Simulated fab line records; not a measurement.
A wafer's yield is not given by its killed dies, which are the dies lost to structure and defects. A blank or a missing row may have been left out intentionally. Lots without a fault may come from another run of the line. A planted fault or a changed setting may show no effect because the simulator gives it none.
Which of the tools did it?	flow gf180mcu	6 lots with 18 wafers sampled at 3 steps, on a route of 602 steps

== WHAT THE GAUGES READ, wafer by wafer ==
GF_PASSIVATION_THK_MEAS_01.
lot	measured	on	PASSIVATION_CVD_00_THK (nm)
L146	day 29 00:01	film metro-03	997 1021 1012
L148	day 29 14:45	film metro-03	997 1014 1002
L151	day 30 05:55	film metro-02	990 992 1010
L154	day 31 07:14	film metro-01	992 978 1005
L157	day 32 02:44	film metro-03	1000 1001 1006
L163	day 33 08:21	film metro-02	992 824 839

== TOOL THAT RAN EACH LOT (tool first, then ch and the chambers of the sampled wafers, then the start) ==
lot	GF_TOP_METAL_SPUTTER_00	GF_PASSIVATION_CVD_00
L146	pvd sputter-02, day 28 02:54	pecvd-03 ch 0,1, day 28 23:55
L148	pvd sputter-03, day 28 18:42	pecvd-03 ch 0,2, day 29 14:40
L151	pvd sputter-03, day 29 09:49	pecvd-04 ch 0,1, day 30 05:49
L154	pvd sputter-02, day 30 11:55	pecvd-01 ch 0,1, day 31 07:08
L157	pvd sputter-02, day 31 08:34	pecvd-04 ch 0,1,2, day 32 02:40
L163	pvd sputter-04, day 32 15:01	pecvd-03 ch 1,2, day 33 08:17
- GF_TOP_METAL_SPUTTER_00: material Ti, target thk 37.5 nm, time 150 s.
- GF_PASSIVATION_CVD_00: deposits SiO2 from TEOS, target thk 1000 nm, time 111.95 s.

== THE ANSWER, worked out from the rows above alone ==
Rule: the usual values come from the lots themselves. The widest of any qualifying gaps counts: lots, ordered by their means at a reading, are off when they make up no more than a third of the lots, leave a main group of 4 or more, and stand apart from it by 3 or more times the standard deviation of that group's means. If all means in a main group match to the digits the tables above print for the reading, that group is not used. A lot without any number at a reading at which 4 lots or more have one is off too. All remaining lots with rows at the step are treated as sound.
Off: L163, at GF_PASSIVATION_THK_MEAS_01 (PASSIVATION_CVD_00_THK). The main group: mean 1001 nm, standard deviation 6.2.
If a tool, at a process step before that reading, ran all the lots that are off and no sound lot after the first of them, it fits. The gauges at GF_PASSIVATION_THK_MEAS_01 are tried like those tools. Can't be told from this: 3 tools fit, pvd sputter-04 at GF_TOP_METAL_SPUTTER_00, pecvd-03 at GF_PASSIVATION_CVD_00, film metro-02 at GF_PASSIVATION_THK_MEAS_01.

== WHAT HAD BEEN PUT IN BY THE SIMULATOR ==
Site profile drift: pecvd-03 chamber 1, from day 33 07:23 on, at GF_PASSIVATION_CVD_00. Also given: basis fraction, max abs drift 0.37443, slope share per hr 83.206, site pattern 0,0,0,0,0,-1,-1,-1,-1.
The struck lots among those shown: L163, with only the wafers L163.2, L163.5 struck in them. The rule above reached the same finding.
